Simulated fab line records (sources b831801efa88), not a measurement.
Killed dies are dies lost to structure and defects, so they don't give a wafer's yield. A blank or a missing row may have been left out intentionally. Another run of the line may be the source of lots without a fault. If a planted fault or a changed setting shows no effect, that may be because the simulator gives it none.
Struck lot and sound lot, side by side + flow sky130 + 14 steps out of a route of 708
Sound: these wafers, L197.1, L197.2, L197.4. Struck: wafers L203.2, L203.4, L203.5. Last of all comes the cause.
Each step with rows lists, per side, the tool, then ch with its chambers, then its first start. Under that, the readings that differ: sound wafers + struck wafers + difference of the means + sigmas: that difference in standard deviations of wafers without a fault.
alike: readings with means less than 2 such deviations apart, plus words and numbers identical on both sides. not compared: withheld readings, readings lacking a value on some wafer, bounds such as >300 that could conceal the same value, and numbers that have no deviation in the record and whose values overlap.
Wherever a step has rows on one side only, a row that says differs or no value, or a row with sigmas, the two part there. Numbers that have no deviation but don't overlap get no sigmas and don't part them. A reading that every wafer of one side lacks parts them only if that side has two wafers or more.

first, 8 steps without rows for these wafers: SKY_VIA2_DEHYDRATE_04 (time 60 s); SKY_VIA2_HMDS_05 (prime time 60 s); SKY_VIA2_COAT_06 (resist thk 60 nm); SKY_VIA2_COAT_07 (resist thk 450 nm); SKY_VIA2_SOFTBAKE_08 (time 90 s); SKY_VIA2_EXPOSE_09 (exposes mask VIM2, target cd 200 nm); SKY_VIA2_PEB_10; SKY_VIA2_DEVELOP_11 (develop time 60 s).
SKY_VIA2_CD_MEAS_12 targets a cd of 200 nm.
  sound on cd-sem-01 at day 38 17:44; struck on cd-sem-01 at day 40 15:21
  alike: cd-nm
SKY_VIA2_OVL_MEAS_13:
  sound on overlay-02 at day 38 17:51; struck on overlay-02 at day 40 15:28
  alike: VIA2_OVL
SKY_VIA2_ETCH_14: etches BARC in N2/H2, stops on SiO2, time 45.9 s, target depth 60 nm.
  sound on rie-diel-02 ch 0,2,3, day 38 17:53; struck on rie-diel-04 ch 0,1,3, day 40 15:29
  alike: drypump-motor-current-A, oes-product-au, throttle-valve-pct
  not compared: rf-hours-counter-h
SKY_VIA2_ETCH_15: etches SiO2 in C4F8/O2/Ar, stops on TiN, target depth 546 nm, time 84 s.
  sound on rie-diel-02 ch 0,2,3, day 38 17:56; struck on rie-diel-04 ch 0,1,3, day 40 15:32
  alike: oes-product-au
  not compared: rf-hours-counter-h
SKY_VIA2_STRIP_16: strips in O2/N2.
  sound on plasma-asher-02 ch 0,1, day 38 17:59; struck on plasma-asher-02 ch 0,1, day 40 15:35
  no value came back on the struck wafers for chamber-pressure-mTorr (mTorr), drypump-motor-current-A (A), oes-product-au (a.u.), strip-time-to-endpoint-s (s); on the sound wafers chamber-pressure-mTorr (mTorr) reads 1499.4 1498.9 1502.2
| reading                                     | sound | struck            | difference | sigmas |
|---------------------------------------------|-------|-------------------|------------|--------|
| model.KrF-thick_of_VIA2_COAT_07.thk-nm (nm) | 0 0 0 | 288.1 287.4 291.3 | +288.9     |        |
  not compared: rf-hours-counter-h
then, 1 step without rows for these wafers: SKY_VIA2_STRIP_17 (strips in post etch residue remover, time 1200 s).

## WHERE THEY PART
Within this record, at SKY_VIA2_STRIP_16 only.

WHY: the cause the simulator had injected
Skipped step whole: plasma-asher-02, from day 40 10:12 on, at SKY_VIA2_STRIP_16. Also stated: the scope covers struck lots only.
